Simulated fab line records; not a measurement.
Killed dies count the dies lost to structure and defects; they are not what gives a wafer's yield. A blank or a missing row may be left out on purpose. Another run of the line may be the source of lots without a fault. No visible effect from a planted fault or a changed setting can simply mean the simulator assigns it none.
Comparing a struck lot with a sound one | flow sky130 | 18 out of 708 route steps
Sound: these wafers, L519.1, L519.2, L519.3. Struck: wafers L528.4, L528.5. (L528.2 of the same lot was not struck and is left out.) The cause comes at the end.
Each step with rows lists, per side, the tool, then ch with its chambers, then its first start. Under that, the readings that differ: sound wafers | struck wafers | difference of the means | sigmas: that difference in standard deviations of wafers without a fault.
alike: a reading whose means differ by less than 2 such deviations, as well as words and numbers matching on both sides. not compared: withheld readings; readings where some wafer has no value; bounds like >300 that might hide an equal value; numbers whose values overlap and for which the record gives no deviation.
Wherever a step has rows on one side only, a row that says differs or no value, or a row with sigmas, the two part there. Non-overlapping numbers with no deviation appear without sigmas and do not part them. A reading missing from all wafers of one side parts the sides only when that side holds two or more wafers.

first, 3 steps without rows for these wafers: SKY_VIA3_EXPOSE_09 (exposes mask VIM3, target cd 200 nm); SKY_VIA3_PEB_10; SKY_VIA3_DEVELOP_11 (develop time 60 s).
SKY_VIA3_CD_MEAS_12: target cd 200 nm.
  sound on cd sem-02, day 41 14:32; struck on cd sem-02, day 44 14:35
  alike: cd nm
SKY_VIA3_OVL_MEAS_13:
  sound on overlay-01, day 41 14:40; struck on overlay-02, day 44 14:41
  alike: VIA3_OVL
SKY_VIA3_ETCH_14: etches BARC in N2/H2, stops on SiO2, time 45.9 s, target depth 60 nm.
  sound on rie diel-01 ch 1,2,3, day 41 14:41; struck on rie diel-03 ch 2,3, day 44 14:43
  alike: drypump motor current A, n2 flow sccm, oes product au, throttle valve pct
  not compared: rf hours counter h
SKY_VIA3_ETCH_15: etches SiO2 in C4F8/O2/Ar, stops on TiN, target depth 507 nm, time 78 s.
  sound on rie diel-01 ch 1,2,3, day 41 14:44; struck on rie diel-03 ch 2,3, day 44 14:46
  alike: oes product au
  not compared: rf hours counter h
SKY_VIA3_STRIP_16: strips in O2/N2.
  sound on plasma asher-04 ch 0,1, day 41 14:47; struck on plasma asher-02 ch 0,1, day 44 14:49
  alike: drypump motor current A, n2 flow sccm, oes product au, strip time to endpoint s
  not compared: rf hours counter h
then, 3 steps without rows for these wafers: SKY_VIA3_STRIP_17 (strips in post etch residue remover, time 1200 s); SKY_VIA3_CLEAN_18 (cleans in IPA, time 180 s); SKY_VIA3_CLEAN_19 (cleans in O3/DIW).
SKY_VIA3_SPUTTER_20: material TiN, target thk 20 nm, time 80 s.
  sound on pvd sputter-03, day 41 15:25; struck on pvd sputter-04, day 44 15:25
  alike: cathode dc power W, throttle valve pct
SKY_VIA3_CVD_21: deposits W, target thk 390 nm, time 117.31 s.
  sound on cvd w-02 ch 0,1, day 41 15:29; struck on cvd w-01 ch 1, day 44 15:28
  reading                            | sound             | struck      | difference | sigmas
  model.W_of_VIA3_CVD_21.thk nm (nm) | 382.1 386.9 394.4 | 721.6 722.6 | +334.3     |
  alike: heater power w
SKY_VIA3_RS_MEAS_22: uses a four-point probe to measure.
  sound on film metro-04, day 41 15:36; struck on film metro-04, day 44 15:40
  reading            | sound             | struck      | difference | sigmas
  VIA3_W_RS (ohm/sq) | 0.300 0.295 0.290 | 0.157 0.158 | -0.137     | -38
SKY_VIA3_THK_MEAS_23: measures by xrf.
  sound on film metro-04, day 41 15:43; struck on film metro-04, day 44 15:47
  reading         | sound       | struck | difference                    | sigmas
  VIA3_W_THK (nm) | 376 382 386 | - -    | no value on the struck wafers |
SKY_VIA3_CMP_24: polishes, stops on SiO2, t overpolish 20 s, target thk 0 nm.
  sound on cmp-01 ch 1,2,3, day 41 15:47; struck on cmp-02 ch 0, day 44 15:50
  reading                | sound    | struck  | difference | sigmas
  time to endpoint s (s) | 98 90 92 | 182 186 | +91        | +16
  alike: motor current A, platen rpm, slurry flow ml min
SKY_METAL4_SPUTTER_00: material Ti, target thk 15 nm, time 10 s.
  sound on pvd sputter-01, day 41 16:05; struck on pvd sputter-01, day 44 16:08
  alike: cathode dc power W, throttle valve pct
-- the record jumps here: 5 days lie between the struck wafers' starts before and after (it left off in module METAL4 and takes up again in module PAD_OPEN, whose first step shown is number 708 of the route) --
SKY_PAD_OPEN_PROBE_99:
  the record has rows for the struck wafers here (prober-01, day 49 20:01) and none for the sound ones

## WHERE THEY PART
Earliest at SKY_VIA3_RS_MEAS_22; latest, in this record, at SKY_PAD_OPEN_PROBE_99.

WHY: the cause the simulator had injected
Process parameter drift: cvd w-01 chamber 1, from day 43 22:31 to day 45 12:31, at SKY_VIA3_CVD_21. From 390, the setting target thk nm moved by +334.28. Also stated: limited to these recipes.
